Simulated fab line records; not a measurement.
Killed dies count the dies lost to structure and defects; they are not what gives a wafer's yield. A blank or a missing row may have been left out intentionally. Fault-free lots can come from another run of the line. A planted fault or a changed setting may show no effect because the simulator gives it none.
Which tool is to blame? :: flow sky130 :: 18 wafers from 6 lots sampled at 2 of the route's 708 steps

== WHAT EACH GAUGE READ, for each wafer ==
SKY_VIA2_THK_MEAS_23: measures by xrf.
lot: L729
measured: day 37 01:38
on: film-metro-02
VIA2_W_THK (nm): 431 427 432

lot: L730
measured: day 37 20:10
on: film-metro-01
VIA2_W_THK (nm): 435 431 434

lot: L743
measured: day 41 05:11
on: film-metro-04
VIA2_W_THK (nm): 453 441 445

lot: L745
measured: day 41 15:19
on: film-metro-04
VIA2_W_THK (nm): 435 448 444

lot: L747
measured: day 42 04:46
on: film-metro-04
VIA2_W_THK (nm): 440 434 433

lot: L750
measured: day 42 17:17
on: film-metro-02
VIA2_W_THK (nm): 421 429 421

== EACH LOT AND THE TOOL THAT RAN IT (in order: tool; ch and the chambers of the sampled wafers; start) ==
lot: L729
SKY_METAL2_DESCUM_17: rie-metal-02 ch 0,1, day 35 21:22

lot: L730
SKY_METAL2_DESCUM_17: rie-metal-03 ch 0,1, day 36 16:23

lot: L743
SKY_METAL2_DESCUM_17: rie-metal-01 ch 0,1, day 40 02:15

lot: L745
SKY_METAL2_DESCUM_17: rie-metal-03 ch 0,1, day 40 14:10

lot: L747
SKY_METAL2_DESCUM_17: rie-metal-02 ch 0,1, day 41 02:24

lot: L750
SKY_METAL2_DESCUM_17: rie-metal-01 ch 0,1, day 41 15:50
- SKY_METAL2_DESCUM_17: chemistry O2, time 8 s.

== THE ANSWER, worked out from the rows above alone ==
Rule: usual is defined by the lots themselves. The widest of any qualifying gaps counts: lots, ordered by their means at a reading, are off when they make up no more than a third of the lots, leave a main group of 4 or more, and stand apart from it by 3 or more times the standard deviation of that group's means. Not used: any main group whose means are identical at the precision the tables above print for the reading. Also off: a lot with no number at a reading for which 4 or more lots have one. All remaining lots with rows at the step are treated as sound.
No lot is off on any of the readings shown, so nothing can be concluded from this.

== WHAT THE SIMULATOR PUT IN ==
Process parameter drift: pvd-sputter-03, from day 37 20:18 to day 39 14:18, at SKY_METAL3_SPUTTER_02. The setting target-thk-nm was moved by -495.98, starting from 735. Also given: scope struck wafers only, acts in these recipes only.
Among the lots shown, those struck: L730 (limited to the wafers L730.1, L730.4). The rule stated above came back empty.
